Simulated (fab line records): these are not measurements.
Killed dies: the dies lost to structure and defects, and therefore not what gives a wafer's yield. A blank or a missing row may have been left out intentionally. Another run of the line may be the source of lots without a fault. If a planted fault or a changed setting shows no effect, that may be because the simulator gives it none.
One fault through the eyes of 2 desks -- flow sky130 -- numbers are kept per desk, each desk with only its own; the story behind them comes last

THE METROLOGY DESK
Means of the sampled wafers that have a number, per lot and without regard to the tool the lot ran on: this is what the gauges read. The brackets show how far a lot's mean lies from the usual mean; more than 4 standard deviations puts the lot out of limits, marked OUT.
Columns: A = cdNm at SKY_VIA2_CD_MEAS_12, usual 200.1 nm; B = VIA2_OVL at SKY_VIA2_OVL_MEAS_13, usual 3 nm
lot,first seen here,A,B
L507,day 36 07:59,199.6,3
L509,day 37 01:31,200.2,3
L511,day 37 15:45,198.8,6
L512,day 37 17:39,200.4,-10
L513,day 38 08:38,202.2,-8
L515,day 38 20:32,197.1,2
L517,day 39 09:35,199.5,6
L518,day 39 15:07,202.2,6
L519,day 40 04:46,201.8,2
L520,day 40 17:37,201.0,2
L522,day 40 23:29,199.8,2
L521,day 40 23:53,200.1,1
This desk's finding: nothing out of limits on any of the 12 lots.

FOR THE TOOL OWNER'S DESK: cmp-01
The tool's own readings at SKY_VIA2_CMP_02 (polishes SiO2): means of the sampled wafers that have a number, for each lot that ran on this tool. The brackets show how far a lot's mean lies from the usual mean; more than 4 standard deviations puts the lot out of limits, marked OUT.
Columns: A = motorCurrentA at SKY_VIA2_CMP_02, usual 11.6 A; B = slurryFilterDpKPa at SKY_VIA2_CMP_02, usual 13.49 kPa
lot,first seen here,A,B
L507,day 35 05:53,11.6,13.46
L509,day 35 23:32,12.1,13.51
L512,day 36 15:13,12.0,13.41
L518,day 38 13:59,11.3,13.54
L519,day 39 03:34,11.6,13.43
L520,day 39 16:27,10.9,13.42
L521,day 39 23:34,11.9,13.70
This desk's finding: nothing out of limits on any of the 7 lots.

TAKEN TOGETHER
From the metrology desk's view, nothing was out of limits.
The desk of the tool owner found nothing out of limits.

WHAT HAD BEEN PUT IN BY THE SIMULATOR
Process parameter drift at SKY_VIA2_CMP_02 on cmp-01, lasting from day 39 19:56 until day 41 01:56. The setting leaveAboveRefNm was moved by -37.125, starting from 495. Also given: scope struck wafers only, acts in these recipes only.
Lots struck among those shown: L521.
